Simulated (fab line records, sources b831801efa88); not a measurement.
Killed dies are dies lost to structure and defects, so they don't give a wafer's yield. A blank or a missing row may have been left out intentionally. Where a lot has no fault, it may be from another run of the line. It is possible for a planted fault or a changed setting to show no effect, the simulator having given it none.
Split-lot trial / flow sfq_line / on a route of 325 steps: 5 lots, 27 wafers read

THE SPLIT
At SFQ_TRILAYER_I5_BARC_OPEN_VIA_ETCH_200 (etches BARC in O2, target depth 125 nm, time 41.7 s), the setting time_s was moved away from the recipe's 41.7 s on 9 of the 27 wafers read, by -36.3% to +35.0%. For the rest of the wafers, this setting stayed at what the recipe calls for.

Reading taken at the split's own step.

THE READING
oes_product_au, in a.u., at SFQ_TRILAYER_I5_BARC_OPEN_VIA_ETCH_200 (etches BARC in O2, target depth 125 nm, time 41.7 s). Typical for fault-free wafers on this fab line: 0.692 a.u., with standard deviation 0.0047 a.u.

wafer=L074.1; tool, chamber at the split=rie_diel-03, 0; time_s as run, s=41.7; against the recipe=recipe; oes_product_au, a.u.=0.687; against lot-mates on the recipe=-
wafer=L074.4; tool, chamber at the split=rie_diel-03, 2; time_s as run, s=41.7; against the recipe=recipe; oes_product_au, a.u.=0.692; against lot-mates on the recipe=-
wafer=L074.5; tool, chamber at the split=rie_diel-03, 0; time_s as run, s=41.7; against the recipe=recipe; oes_product_au, a.u.=0.693; against lot-mates on the recipe=-
wafer=L077.1; tool, chamber at the split=rie_diel-01, 1; time_s as run, s=41.7; against the recipe=recipe; oes_product_au, a.u.=0.694; against lot-mates on the recipe=-
wafer=L077.2; tool, chamber at the split=rie_diel-01, 3; time_s as run, s=41.7; against the recipe=recipe; oes_product_au, a.u.=0.692; against lot-mates on the recipe=-
wafer=L077.3; tool, chamber at the split=rie_diel-01, 0; time_s as run, s=41.7; against the recipe=recipe; oes_product_au, a.u.=0.695; against lot-mates on the recipe=-
wafer=L077.4; tool, chamber at the split=rie_diel-01, 2; time_s as run, s=41.7; against the recipe=recipe; oes_product_au, a.u.=0.689; against lot-mates on the recipe=-
wafer=L077.5; tool, chamber at the split=rie_diel-01, 1; time_s as run, s=41.7; against the recipe=recipe; oes_product_au, a.u.=0.689; against lot-mates on the recipe=-
wafer=L077.6; tool, chamber at the split=rie_diel-01, 0; time_s as run, s=41.7; against the recipe=recipe; oes_product_au, a.u.=0.697; against lot-mates on the recipe=-
wafer=L078.1; tool, chamber at the split=rie_diel-01, 3; time_s as run, s=26.57; against the recipe=-36.3%; oes_product_au, a.u.=0.871; against lot-mates on the recipe=+0.178
wafer=L078.2; tool, chamber at the split=rie_diel-01, 2; time_s as run, s=26.57; against the recipe=-36.3%; oes_product_au, a.u.=0.869; against lot-mates on the recipe=+0.176
wafer=L078.3; tool, chamber at the split=rie_diel-01, 0; time_s as run, s=41.7; against the recipe=recipe; oes_product_au, a.u.=0.694; against lot-mates on the recipe=-
wafer=L078.4; tool, chamber at the split=rie_diel-01, 1; time_s as run, s=41.7; against the recipe=recipe; oes_product_au, a.u.=0.685; against lot-mates on the recipe=-
wafer=L078.5; tool, chamber at the split=rie_diel-01, 2; time_s as run, s=26.57; against the recipe=-36.3%; oes_product_au, a.u.=0.876; against lot-mates on the recipe=+0.183
wafer=L078.6; tool, chamber at the split=rie_diel-01, 3; time_s as run, s=41.7; against the recipe=recipe; oes_product_au, a.u.=0.701; against lot-mates on the recipe=-
wafer=L081.1; tool, chamber at the split=rie_diel-04, 0; time_s as run, s=33.65; against the recipe=-19.3%; oes_product_au, a.u.=0.763; against lot-mates on the recipe=+0.075
wafer=L081.2; tool, chamber at the split=rie_diel-04, 3; time_s as run, s=41.7; against the recipe=recipe; oes_product_au, a.u.=0.691; against lot-mates on the recipe=-
wafer=L081.3; tool, chamber at the split=rie_diel-04, 2; time_s as run, s=33.65; against the recipe=-19.3%; oes_product_au, a.u.=0.772; against lot-mates on the recipe=+0.084
wafer=L081.4; tool, chamber at the split=rie_diel-04, 2; time_s as run, s=33.65; against the recipe=-19.3%; oes_product_au, a.u.=0.764; against lot-mates on the recipe=+0.076
wafer=L081.5; tool, chamber at the split=rie_diel-04, 3; time_s as run, s=41.7; against the recipe=recipe; oes_product_au, a.u.=0.685; against lot-mates on the recipe=-
wafer=L081.6; tool, chamber at the split=rie_diel-04, 0; time_s as run, s=41.7; against the recipe=recipe; oes_product_au, a.u.=0.689; against lot-mates on the recipe=-
wafer=L082.1; tool, chamber at the split=rie_diel-03, 1; time_s as run, s=41.7; against the recipe=recipe; oes_product_au, a.u.=0.695; against lot-mates on the recipe=-
wafer=L082.2; tool, chamber at the split=rie_diel-03, 0; time_s as run, s=41.7; against the recipe=recipe; oes_product_au, a.u.=0.690; against lot-mates on the recipe=-
wafer=L082.3; tool, chamber at the split=rie_diel-03, 2; time_s as run, s=56.28; against the recipe=+35.0%; oes_product_au, a.u.=0.652; against lot-mates on the recipe=-0.040
wafer=L082.4; tool, chamber at the split=rie_diel-03, 3; time_s as run, s=56.28; against the recipe=+35.0%; oes_product_au, a.u.=0.654; against lot-mates on the recipe=-0.038
wafer=L082.5; tool, chamber at the split=rie_diel-03, 0; time_s as run, s=56.28; against the recipe=+35.0%; oes_product_au, a.u.=0.663; against lot-mates on the recipe=-0.029
wafer=L082.6; tool, chamber at the split=rie_diel-03, 1; time_s as run, s=41.7; against the recipe=recipe; oes_product_au, a.u.=0.690; against lot-mates on the recipe=-

THE FIT
A straight line over all 27 wafers: oes_product_au changes by -0.00304 a.u. for each +1% of time_s; r = -0.88; the points scatter about the line by 0.03 a.u.
The same after taking each lot's own level away (the mean of its wafers on the recipe; 27 wafers): -0.00304 a.u. for each +1%; r = -0.88; scatter 0.03 a.u.
Per that fit: largest time_s move, reading shift of 0.11 a.u.
The span of the lots' own levels, 0.6883 to 0.6933 a.u., comes to 1.1 times the standard deviation stated above.
The two slopes are in agreement: the lot-to-lot level therefore moves the slope only a little.
Check: +0.118 a.u. against its lot-mates is what the line predicts for one of the wafers moved furthest among these (-36.3%) when that wafer is left out of the fit. It came out at +0.178 a.u. against them.
Tool readings at the split's step, against how far the setting was moved: oes_product_au r = -0.88.

FURTHER SPLITS ON THESE WAFERS
Before the reading, these wafers also passed through other splits. Each is held against what the fit with the lots' levels taken away leaves over:
other split on the same wafers=SFQ_TRILAYER_JJ_TRILAYER_DEP_SPUTTER_110 time_s; wafers away from the commonest value=12; r with oes_product_au (lot level and that fit taken away)=+0.13

THE WHOLE CHAIN: every reading that the file lists as answering this split, in the file's order
step=SFQ_TRILAYER_I5_BARC_OPEN_VIA_ETCH_200; what it does=etches BARC in O2, target depth 125 nm, time 41.7 s; reading=oes_product_au; change (the file's fit)=-0.00316 a.u. for each +1% of the setting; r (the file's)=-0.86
step=SFQ_TRILAYER_I5_BARC_OPEN_VIA_ETCH_200; what it does=etches BARC in O2, target depth 125 nm, time 41.7 s; reading=KrF_of_TRILAYER_I5_LITHO_COAT_144.thk_nm (the simulator's own value, which no gauge read); change (the file's fit)=-0.528 nm for each +1% of the setting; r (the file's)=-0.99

FILE'S OWN FIT
oes_product_au changes by -0.00316 a.u. for each +1% of time_s, r = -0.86.
